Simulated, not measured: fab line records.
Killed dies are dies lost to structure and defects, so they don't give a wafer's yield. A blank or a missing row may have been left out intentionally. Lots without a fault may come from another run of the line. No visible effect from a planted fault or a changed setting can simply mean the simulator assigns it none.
Which of the tools did it? / flow gf180mcu / 14 lots, 42 wafers sampled, at 4 steps of a route of 602

== WHAT THE GAUGES READ, wafer by wafer ==
GF_V5_THK_MEAS_01. Usual: V5_CVD_00_THK typically reads 303 nm, with standard deviation 3.
lot=L652; measured=day 26 11:00; on=film metro-02; V5_CVD_00_THK (nm)=299 306 302; flag=
lot=L653; measured=day 26 13:20; on=film metro-04; V5_CVD_00_THK (nm)=302 299 302; flag=
lot=L654; measured=day 26 21:39; on=film metro-01; V5_CVD_00_THK (nm)=305 303 300; flag=
lot=L655; measured=day 27 04:34; on=film metro-04; V5_CVD_00_THK (nm)=304 304 301; flag=
lot=L656; measured=day 27 13:37; on=film metro-04; V5_CVD_00_THK (nm)=299 301 306; flag=
lot=L657; measured=day 27 19:32; on=film metro-02; V5_CVD_00_THK (nm)=304 306 311; flag=
lot=L658; measured=day 28 06:39; on=film metro-04; V5_CVD_00_THK (nm)=305 306 301; flag=
lot=L659; measured=day 28 14:35; on=film metro-01; V5_CVD_00_THK (nm)=305 303 307; flag=
lot=L661; measured=day 29 13:23; on=film metro-01; V5_CVD_00_THK (nm)=302 298 299; flag=
lot=L665; measured=day 30 12:29; on=film metro-01; V5_CVD_00_THK (nm)=302 306 305; flag=
lot=L666; measured=day 30 14:04; on=film metro-02; V5_CVD_00_THK (nm)=302 311 306; flag=
lot=L673; measured=day 32 08:26; on=film metro-01; V5_CVD_00_THK (nm)=298 299 302; flag=
lot=L674; measured=day 32 12:22; on=film metro-02; V5_CVD_00_THK (nm)=298 303 300; flag=
lot=L675; measured=day 32 23:36; on=film metro-04; V5_CVD_00_THK (nm)=305 304 301; flag=

GF_V5_CD_MEAS_14 targets a cd of 260 nm. Usual: 259.8 nm for cd nm, sd 1.4.
lot=L652; measured=day 27 07:49; on=cd sem-02; cd nm (nm)=262.1 262.8 262.9; flag=
lot=L653; measured=day 27 10:04; on=cd sem-01; cd nm (nm)=263.1 263.1 262.0; flag=
lot=L654; measured=day 27 18:22; on=cd sem-01; cd nm (nm)=257.7 257.9 258.6; flag=
lot=L655; measured=day 28 00:59; on=cd sem-02; cd nm (nm)=258.3 258.4 259.0; flag=
lot=L656; measured=day 28 10:28; on=cd sem-02; cd nm (nm)=259.9 259.8 260.4; flag=
lot=L657; measured=day 28 15:11; on=cd sem-01; cd nm (nm)=259.7 259.8 261.1; flag=
lot=L658; measured=day 29 02:31; on=cd sem-01; cd nm (nm)=259.5 258.5 258.4; flag=
lot=L659; measured=day 29 10:37; on=cd sem-01; cd nm (nm)=260.6 260.6 260.0; flag=
lot=L661; measured=day 30 08:29; on=cd sem-01; cd nm (nm)=260.9 260.6 260.5; flag=
lot=L665; measured=day 31 06:28; on=cd sem-02; cd nm (nm)=260.6 259.6 259.0; flag=
lot=L666; measured=day 31 08:26; on=cd sem-02; cd nm (nm)=261.5 262.0 262.5; flag=
lot=L673; measured=day 33 01:41; on=cd sem-01; cd nm (nm)=261.9 261.2 261.7; flag=
lot=L674; measured=day 33 04:52; on=cd sem-02; cd nm (nm)=261.8 261.1 261.6; flag=
lot=L675; measured=day 33 15:22; on=cd sem-01; cd nm (nm)=262.9 261.6 263.6; flag=

GF_V5_OVL_MEAS_15. Usual: V5_OVL typically reads -3 nm, with standard deviation 5.2.
lot=L652; measured=day 27 07:56; on=overlay-02; V5_OVL (nm)=-5 -6 -11; flag=
lot=L653; measured=day 27 10:11; on=overlay-02; V5_OVL (nm)=-6 -4 -11; flag=
lot=L654; measured=day 27 18:29; on=overlay-01; V5_OVL (nm)=-1 -3 2; flag=
lot=L655; measured=day 28 01:05; on=overlay-01; V5_OVL (nm)=-9 -8 -6; flag=
lot=L656; measured=day 28 10:35; on=overlay-01; V5_OVL (nm)=-2 -3 0; flag=
lot=L657; measured=day 28 15:16; on=overlay-01; V5_OVL (nm)=0 -1 0; flag=
lot=L658; measured=day 29 02:38; on=overlay-01; V5_OVL (nm)=-8 -7 -5; flag=
lot=L659; measured=day 29 10:42; on=overlay-01; V5_OVL (nm)=-5 2 -9; flag=
lot=L661; measured=day 30 08:37; on=overlay-02; V5_OVL (nm)=-6 -12 -5; flag=
lot=L665; measured=day 31 06:35; on=overlay-01; V5_OVL (nm)=-7 -4 -6; flag=
lot=L666; measured=day 31 08:34; on=overlay-01; V5_OVL (nm)=-8 -2 -3; flag=
lot=L673; measured=day 33 01:49; on=overlay-01; V5_OVL (nm)=4 12 6; flag=
lot=L674; measured=day 33 04:58; on=overlay-02; V5_OVL (nm)=-9 -7 -8; flag=
lot=L675; measured=day 33 15:28; on=overlay-01; V5_OVL (nm)=-6 0 -6; flag=

== TOOL THAT RAN EACH LOT (tool first, then ch and the chambers of the sampled wafers, then the start) ==
lot=L652; GF_V5_EXPOSE_11=krf scanner-01 ch 0, day 26 21:58
lot=L653; GF_V5_EXPOSE_11=krf scanner-01 ch 0, day 27 00:10
lot=L654; GF_V5_EXPOSE_11=krf scanner-01 ch 0, day 27 08:34
lot=L655; GF_V5_EXPOSE_11=krf scanner-01 ch 0, day 27 15:02
lot=L656; GF_V5_EXPOSE_11=krf scanner-02 ch 0, day 28 00:29
lot=L657; GF_V5_EXPOSE_11=krf scanner-01 ch 0, day 28 06:15
lot=L658; GF_V5_EXPOSE_11=krf scanner-02 ch 0, day 28 16:59
lot=L659; GF_V5_EXPOSE_11=krf scanner-02 ch 0, day 29 01:27
lot=L661; GF_V5_EXPOSE_11=krf scanner-01 ch 0, day 29 23:32
lot=L665; GF_V5_EXPOSE_11=krf scanner-02 ch 0, day 30 21:50
lot=L666; GF_V5_EXPOSE_11=krf scanner-01 ch 0, day 30 23:53
lot=L673; GF_V5_EXPOSE_11=krf scanner-02 ch 0, day 32 17:53
lot=L674; GF_V5_EXPOSE_11=krf scanner-02 ch 0, day 32 21:29
lot=L675; GF_V5_EXPOSE_11=krf scanner-02 ch 0, day 33 07:38
- GF_V5_EXPOSE_11: exposes mask Via5, target cd 260 nm.

== WHAT THE TOOLS THEMSELVES READ (means of the sampled wafers that have a number; where no wafer has one, the mark that the record gives instead) ==
GF_V5_EXPOSE_11. Usual: 37.94 for exposure dose mJ cm2, sd 0.048.
lot=L652; tool=krf scanner-01; exposure dose mJ cm2=37.94; flag=
lot=L653; tool=krf scanner-01; exposure dose mJ cm2=37.99; flag=
lot=L654; tool=krf scanner-01; exposure dose mJ cm2=37.93; flag=
lot=L655; tool=krf scanner-01; exposure dose mJ cm2=37.91; flag=
lot=L656; tool=krf scanner-02; exposure dose mJ cm2=38.05; flag=
lot=L657; tool=krf scanner-01; exposure dose mJ cm2=37.91; flag=
lot=L658; tool=krf scanner-02; exposure dose mJ cm2=37.99; flag=
lot=L659; tool=krf scanner-02; exposure dose mJ cm2=38.00; flag=
lot=L661; tool=krf scanner-01; exposure dose mJ cm2=37.91; flag=
lot=L665; tool=krf scanner-02; exposure dose mJ cm2=37.96; flag=
lot=L666; tool=krf scanner-01; exposure dose mJ cm2=37.89; flag=
lot=L673; tool=krf scanner-02; exposure dose mJ cm2=38.53; flag=OFF
lot=L674; tool=krf scanner-02; exposure dose mJ cm2=38.57; flag=OFF
lot=L675; tool=krf scanner-02; exposure dose mJ cm2=38.35; flag=OFF

== THE ANSWER, worked out from the rows above alone ==
Rule: lot off if the mean of its wafers having a number is beyond 3 standard deviations from the usual mean. A lot without any number at a reading at which 4 lots or more have one is off too. All remaining lots with rows at the step are treated as sound. The gauges are gone through in route order, then the tools' own readings, and for those a lot's mean is taken as printed above. The first step at which some lot is off is used, and at that step the reading that is off furthest; a lot without a number counts as furthest.
Off at GF_V5_EXPOSE_11 (exposure dose mJ cm2): L673, L674, L675.
If a tool, at that step or one of the process steps before it, ran each lot that is off and ran no sound lot following the first of them, it fits. One candidate fits, namely krf scanner-02 at GF_V5_EXPOSE_11. A fault onset in the window from L665 (day 30 21:50, its last sound lot) to L673 (day 32 17:53, its first lot off) fits.
On the lots that are off, the tool's own readings at GF_V5_EXPOSE_11 differ by more than 5 times the standard deviation of the sound lots' means, which bears it out; exposure dose mJ cm2 reads 38.48 there versus 37.95 on the sound lots.

== WHAT THE SIMULATOR PUT IN ==
Process parameters drifting: krf scanner-02 at GF_V5_EXPOSE_11, beginning at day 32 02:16. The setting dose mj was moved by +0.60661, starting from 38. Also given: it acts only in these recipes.
Struck lots among those shown: L673, L674, L675. The rule given above showed the same thing.
